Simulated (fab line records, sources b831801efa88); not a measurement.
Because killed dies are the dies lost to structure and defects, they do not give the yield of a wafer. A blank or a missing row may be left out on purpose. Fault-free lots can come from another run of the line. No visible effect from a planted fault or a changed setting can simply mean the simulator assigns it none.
What tool caused it? ; flow gf180mcu ; 14 lots with 42 wafers sampled at 4 steps, on a route of 602 steps

## WHAT EACH GAUGE READ, for each wafer
GF_HV_LDD_CD_MEAS_46 targets a cd of 400 nm.
lot;measured;on;cd nm (nm)
L165;day 12 20:45;cd sem-02;400.6 399.7 399.0
L168;day 13 17:07;cd sem-02;398.7 398.5 399.2
L169;day 14 05:16;cd sem-01;396.0 396.9 396.5
L170;day 14 09:50;cd sem-02;400.6 402.3 401.1
L171;day 14 19:29;cd sem-02;396.9 396.3 394.8
L175;day 15 22:14;cd sem-02;401.8 401.6 401.2
L176;day 16 09:14;cd sem-02;400.0 401.1 399.4
L178;day 17 03:30;cd sem-01;398.5 399.5 398.9
L180;day 17 19:56;cd sem-02;- - -
L181;day 18 01:36;cd sem-02;- - -
L184;day 19 00:33;cd sem-02;401.7 403.2 404.1
L185;day 19 13:20;cd sem-01;401.7 402.4 402.0
L186;day 19 16:10;cd sem-01;398.1 395.4 397.6
L187;day 19 20:48;cd sem-01;399.6 398.9 398.9

GF_NSD_OVL_MEAS_08.
lot;measured;on;NSD_OVL (nm)
L165;day 13 20:13;overlay-02;-0.6 -0.6 -2.0
L168;day 14 17:10;overlay-01;0.7 1.3 0.7
L169;day 15 05:05;overlay-01;0.5 1.0 2.5
L170;day 15 10:12;overlay-02;-0.6 -1.0 -1.0
L171;day 15 20:03;overlay-02;-1.3 1.0 -1.0
L175;day 16 23:51;overlay-01;1.0 1.2 0.7
L176;day 17 11:52;overlay-02;1.7 1.0 0.7
L178;day 18 05:34;overlay-02;1.5 1.0 1.2
L184;day 20 04:34;overlay-02;-0.4 0.1 1.5
L185;day 20 16:40;overlay-01;2.3 2.8 2.2
L186;day 20 18:28;overlay-02;-0.6 -0.9 -0.6
L187;day 20 23:49;overlay-02;0.4 -1.3 -0.8

## WHICH TOOL RAN EACH LOT (tool, then ch and the chambers of the sampled wafers, then the start)
lot;GF_HV_LDD_COAT_41;GF_HV_LDD_RTA_52
L165;litho track-03 ch 0, day 12 11:04;rtp anneal-02 ch 0, day 12 21:16
L168;litho track-03 ch 0, day 13 06:52;rtp anneal-01 ch 0, day 13 17:37
L169;litho track-02 ch 0, day 13 18:53;rtp anneal-02 ch 0, day 14 05:46
L170;litho track-03 ch 0, day 13 23:20;rtp anneal-02 ch 0, day 14 10:21
L171;litho track-03 ch 0, day 14 08:53;rtp anneal-02 ch 0, day 14 20:00
L175;litho track-03 ch 0, day 15 10:59;rtp anneal-01 ch 0, day 15 22:46
L176;litho track-01 ch 0, day 15 22:28;rtp anneal-02 ch 0, day 16 09:44
L178;litho track-01 ch 0, day 16 15:53;rtp anneal-02 ch 0, day 17 04:01
L180;litho track-02, day 17 08:11;rtp anneal-01 ch 0, day 17 20:27
L181;litho track-03, day 17 13:20;rtp anneal-02 ch 0, day 18 02:06
L184;litho track-03 ch 0, day 18 12:01;rtp anneal-02 ch 0, day 19 01:04
L185;litho track-03 ch 0, day 19 01:13;rtp anneal-02 ch 0, day 19 13:52
L186;litho track-03 ch 0, day 19 04:17;rtp anneal-01 ch 0, day 19 16:44
L187;litho track-02 ch 0, day 19 08:35;rtp anneal-02 ch 0, day 19 21:20
- GF_HV_LDD_COAT_41: resist thk 1000 nm.
- GF_HV_LDD_RTA_52: time 10 s.

## WHAT THE TOOLS THEMSELVES READ (means of the sampled wafers that have a number; where no wafer has one, the mark that the record gives instead)
GF_HV_LDD_COAT_41.
lot;tool;chill plate temp C (C);dispense pressure kPa (kPa)
L165;litho track-03;23.07;42
L168;litho track-03;22.96;42
L169;litho track-02;22.99;54
L170;litho track-03;23.26;42
L171;litho track-03;23.10;42
L175;litho track-03;23.10;42
L176;litho track-01;23.05;58
L178;litho track-01;23.12;58
L180;litho track-02;-;-
L181;litho track-03;-;-
L184;litho track-03;22.93;42
L185;litho track-03;23.01;42
L186;litho track-03;22.87;42
L187;litho track-02;22.99;54

GF_HV_LDD_RTA_52.
lot;tool;lamp power pct (%);wafer_temp_C_max
L165;rtp anneal-02;39;1004.0
L168;rtp anneal-01;31;1003.0
L169;rtp anneal-02;39;1003.8
L170;rtp anneal-02;39;1003.3
L171;rtp anneal-02;39;1003.5
L175;rtp anneal-01;31;1003.7
L176;rtp anneal-02;39;1002.7
L178;rtp anneal-02;39;1003.6
L180;rtp anneal-01;31;1004.2
L181;rtp anneal-02;39;1004.0
L184;rtp anneal-02;39;1003.9
L185;rtp anneal-02;39;1004.4
L186;rtp anneal-01;31;1003.0
L187;rtp anneal-02;39;1003.6

## THE ANSWER, worked out from the rows above alone
Rule: the usual values come from the lots themselves. The widest of any qualifying gaps counts: lots, ordered by their means at a reading, are off when they make up no more than a third of the lots, leave a main group of 4 or more, and stand apart from it by 3 or more times the standard deviation of that group's means. Not used: any main group whose means are identical at the precision the tables above print for the reading. Also off: a lot with no number at a reading for which 4 or more lots have one. All remaining lots with rows at the step are treated as sound. First the gauges in route order, then the tools' own readings, where a lot's mean is used as printed above. At the first step where some lot is off, the reading lying furthest off is the one used; lots without a number count as furthest.
Off: L180, L181, at GF_HV_LDD_CD_MEAS_46 (cd nm). Without a number there: L180, L181. Main group: mean 399.5 nm, sd 2.1.
If a tool, at a process step before that reading, ran all the lots that are off and no sound lot after the first of them, it fits. The gauges at GF_HV_LDD_CD_MEAS_46 aren't tried: what is off there is off at GF_HV_LDD_COAT_41 too, on other tools, and a gauge's error can't cause that. Not one of the candidates tried fits.

## WHAT THE SIMULATOR PUT IN
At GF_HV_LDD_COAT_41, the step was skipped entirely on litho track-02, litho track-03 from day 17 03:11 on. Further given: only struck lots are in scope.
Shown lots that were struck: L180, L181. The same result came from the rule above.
